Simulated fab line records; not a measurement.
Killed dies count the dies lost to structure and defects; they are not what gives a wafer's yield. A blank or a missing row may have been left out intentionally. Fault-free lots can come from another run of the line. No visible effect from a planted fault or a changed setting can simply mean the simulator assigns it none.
Which tool did it? + flow sky130 + Sampling: 13 lots, 39 wafers, 5 of 708 route steps

WHAT THE GAUGES READ, wafer by wafer
SKY_NWELL_RS_MEAS_29: measurement is done with a four-point probe. Usual: for NWELL_RS the level is 624.4 ohm/sq and the standard deviation is 1.7.
| lot  | measured     | on           | NWELL_RS (ohm/sq) | flag |
|------|--------------|--------------|-------------------|------|
| L460 | day 5 07:57  | filmMetro-03 | 626.4 627.1 626.3 |      |
| L464 | day 6 10:23  | filmMetro-04 | 624.1 622.6 622.5 |      |
| L465 | day 6 13:53  | filmMetro-04 | 622.4 621.9 625.6 |      |
| L466 | day 6 18:02  | filmMetro-04 | 624.0 623.3 623.6 |      |
| L467 | day 7 00:52  | filmMetro-03 | 621.9 619.1 621.1 |      |
| L468 | day 7 13:15  | filmMetro-04 | 626.5 626.5 625.4 |      |
| L470 | day 7 19:04  | filmMetro-03 | 623.1 622.3 623.3 |      |
| L471 | day 8 01:35  | filmMetro-04 | 624.5 626.0 626.2 |      |
| L474 | day 8 17:44  | filmMetro-04 | 624.0 625.7 622.2 |      |
| L475 | day 9 03:15  | filmMetro-04 | 625.7 623.0 623.3 |      |
| L478 | day 9 17:20  | filmMetro-03 | 623.1 622.0 625.9 |      |
| L480 | day 10 10:32 | filmMetro-04 | 625.7 625.7 625.6 |      |
| L481 | day 10 16:25 | filmMetro-03 | 624.3 625.3 625.4 |      |

SKY_VT_ADJUST_LVTN_OVL_MEAS_07. Usual: for VT_ADJUST_LVTN_OVL the level is 1.3 nm and the standard deviation is 1.3.
| lot  | measured     | on         | VT_ADJUST_LVTN_OVL (nm) | flag |
|------|--------------|------------|-------------------------|------|
| L460 | day 6 21:34  | overlay-01 | 3.1 1.5 1.8             |      |
| L464 | day 8 02:08  | overlay-01 | -0.4 1.0 1.4            |      |
| L465 | day 8 05:09  | overlay-02 | -0.8 -0.8 -1.3          |      |
| L466 | day 8 10:08  | overlay-02 | 3.3 1.5 2.3             |      |
| L467 | day 8 16:46  | overlay-02 | 2.3 1.2 0.8             |      |
| L468 | day 9 06:16  | overlay-02 | 2.0 1.0 0.1             |      |
| L470 | day 9 11:52  | overlay-01 | 2.7 2.0 2.8             |      |
| L471 | day 9 19:16  | overlay-02 | -0.6 -0.1 1.2           |      |
| L474 | day 10 14:19 | overlay-02 | 0.9 1.7 0.5             |      |
| L475 | day 11 00:13 | overlay-02 | 0.5 -0.6 0.6            |      |
| L478 | day 11 13:49 | overlay-02 | 0.9 0.6 0.4             |      |
| L480 | day 12 09:39 | overlay-01 | 1.2 1.0 0.5             |      |
| L481 | day 12 15:10 | overlay-02 | -0.7 0.3 0.9            |      |

SKY_VT_ADJUST_LVTN_OVL_MEAS_18. Usual: for VT_ADJUST_LVTN_01_OVL the level is 0.7 nm and the standard deviation is 1.6.
| lot  | measured     | on         | VT_ADJUST_LVTN_01_OVL (nm) | flag |
|------|--------------|------------|----------------------------|------|
| L460 | day 7 17:34  | overlay-01 | 0.8 3.0 2.8                |      |
| L464 | day 8 21:18  | overlay-02 | -2.7 -0.9 -0.4             |      |
| L465 | day 9 01:41  | overlay-02 | 2.7 2.3 -0.1               |      |
| L466 | day 9 07:06  | overlay-02 | 1.3 -1.5 -0.2              |      |
| L467 | day 9 14:13  | overlay-02 | 1.5 1.9 2.1                |      |
| L468 | day 10 03:38 | overlay-02 | -0.9 -0.3 -0.9             |      |
| L470 | day 10 10:17 | overlay-02 | -0.2 -0.2 0.6              |      |
| L471 | day 10 17:22 | overlay-02 | -0.4 0.6 0.5               |      |
| L474 | day 11 11:50 | overlay-01 | 3.3 3.2 2.4                |      |
| L475 | day 11 22:51 | overlay-02 | -0.5 0.6 2.0               |      |
| L478 | day 12 14:48 | overlay-01 | 1.5 1.1 0.3                |      |
| L480 | day 13 10:26 | overlay-01 | 1.3 -1.1 2.0               |      |
| L481 | day 13 16:13 | overlay-01 | -2.3 -0.8 -0.2             |      |

SKY_POLY_GATE_CD_MEAS_13 targets a cd of 150 nm. Usual: 149.5 nm for cdNm, sd 1.7.
| lot  | measured     | on       | cdNm (nm)         | flag |
|------|--------------|----------|-------------------|------|
| L460 | day 16 03:08 | cdSem-02 | 148.5 148.0 147.5 |      |
| L464 | day 17 18:01 | cdSem-02 | 151.7 151.5 151.1 |      |
| L465 | day 18 06:00 | cdSem-01 | 148.1 147.8 147.7 |      |
| L466 | day 18 11:41 | cdSem-02 | 152.9 150.4 151.0 |      |
| L467 | day 18 17:43 | cdSem-01 | 150.7 150.1 150.5 |      |
| L468 | day 19 15:38 | cdSem-02 | 148.4 149.1 148.9 |      |
| L470 | day 20 01:43 | cdSem-02 | 150.9 150.0 148.9 |      |
| L471 | day 20 10:40 | cdSem-02 | 126.7 126.3 125.1 | OFF  |
| L474 | day 21 12:59 | cdSem-02 | 130.0 129.7 130.5 | OFF  |
| L475 | day 21 19:23 | cdSem-02 | 146.7 146.2 145.8 |      |
| L478 | day 22 20:59 | cdSem-02 | 133.4 133.5 134.3 | OFF  |
| L480 | day 23 17:04 | cdSem-01 | 148.6 148.0 148.9 |      |
| L481 | day 23 22:00 | cdSem-01 | 150.4 152.3 150.9 |      |

WHAT TOOL EACH LOT RAN ON (gives the tool, then ch and the chambers of the sampled wafers, and finally the start)
| lot  | SKY_POLY_GATE_EXPOSE_10          |
|------|----------------------------------|
| L460 | krfScanner-01 ch 0, day 15 14:30 |
| L464 | krfScanner-01 ch 0, day 17 03:56 |
| L465 | krfScanner-01 ch 0, day 17 15:09 |
| L466 | krfScanner-01 ch 0, day 17 20:11 |
| L467 | krfScanner-01 ch 0, day 18 03:21 |
| L468 | krfScanner-02 ch 0, day 18 23:43 |
| L470 | krfScanner-02 ch 0, day 19 10:05 |
| L471 | krfScanner-02 ch 0, day 19 19:37 |
| L474 | krfScanner-02 ch 0, day 20 21:39 |
| L475 | krfScanner-01 ch 0, day 21 05:09 |
| L478 | krfScanner-02 ch 0, day 22 05:44 |
| L480 | krfScanner-01 ch 0, day 23 02:37 |
| L481 | krfScanner-01 ch 0, day 23 07:53 |
- SKY_POLY_GATE_EXPOSE_10: exposes mask P1M, target cd 150 nm.

WHAT THE TOOLS THEMSELVES READ (means of the sampled wafers that have a number; where no wafer has one, the mark that the record gives instead)
SKY_POLY_GATE_EXPOSE_10. Usual: 28.001 for exposureDoseMJCm2, sd 0.024.
| lot  | tool          | exposureDoseMJCm2 | flag |
|------|---------------|-------------------|------|
| L460 | krfScanner-01 | 27.997            |      |
| L464 | krfScanner-01 | 27.996            |      |
| L465 | krfScanner-01 | 27.998            |      |
| L466 | krfScanner-01 | 27.993            |      |
| L467 | krfScanner-01 | 28.018            |      |
| L468 | krfScanner-02 | 28.012            |      |
| L470 | krfScanner-02 | 28.025            |      |
| L471 | krfScanner-02 | 32.183            | OFF  |
| L474 | krfScanner-02 | 31.332            | OFF  |
| L475 | krfScanner-01 | 27.974            |      |
| L478 | krfScanner-02 | 30.656            | OFF  |
| L480 | krfScanner-01 | 27.996            |      |
| L481 | krfScanner-01 | 28.002            |      |

THE ANSWER, worked out from the rows above alone
Rule: a lot is off if the mean of its wafers that have a number lies more than 3 standard deviations from the usual mean. A lot without any number at a reading at which 4 lots or more have one is off too. Any other lot the step has rows for is counted as sound. The gauges are gone through in route order, then the tools' own readings, and for those a lot's mean is taken as printed above. At the first step where some lot is off, the reading lying furthest off is the one used; lots without a number count as furthest.
Off, at SKY_POLY_GATE_CD_MEAS_13 on cdNm: L471, L474, L478.
A tool fits if, at a process step before that reading, it ran every lot that is off, and no sound lot after the first of them. Not tried: the gauges at SKY_POLY_GATE_CD_MEAS_13; whatever is off there is also off at SKY_POLY_GATE_EXPOSE_10, on other tools, and gauge error can't account for it. One candidate fits, namely krfScanner-02 at SKY_POLY_GATE_EXPOSE_10. A fault onset in the window from L470 (day 19 10:05, its last sound lot) to L471 (day 19 19:37, its first lot off) fits.
On the lots that are off, the tool's own readings at SKY_POLY_GATE_EXPOSE_10 differ by more than 5 times the standard deviation of the sound lots' means, which bears it out; exposureDoseMJCm2 reads 31.390 there versus 28.001 on the sound lots.

WHAT THE SIMULATOR HAD INSERTED
Drift in process parameters on krfScanner-02 at SKY_POLY_GATE_EXPOSE_10, starting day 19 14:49. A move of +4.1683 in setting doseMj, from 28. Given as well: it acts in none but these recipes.
Struck lots among those shown: L471, L474, L478. Same finding as the rule above.
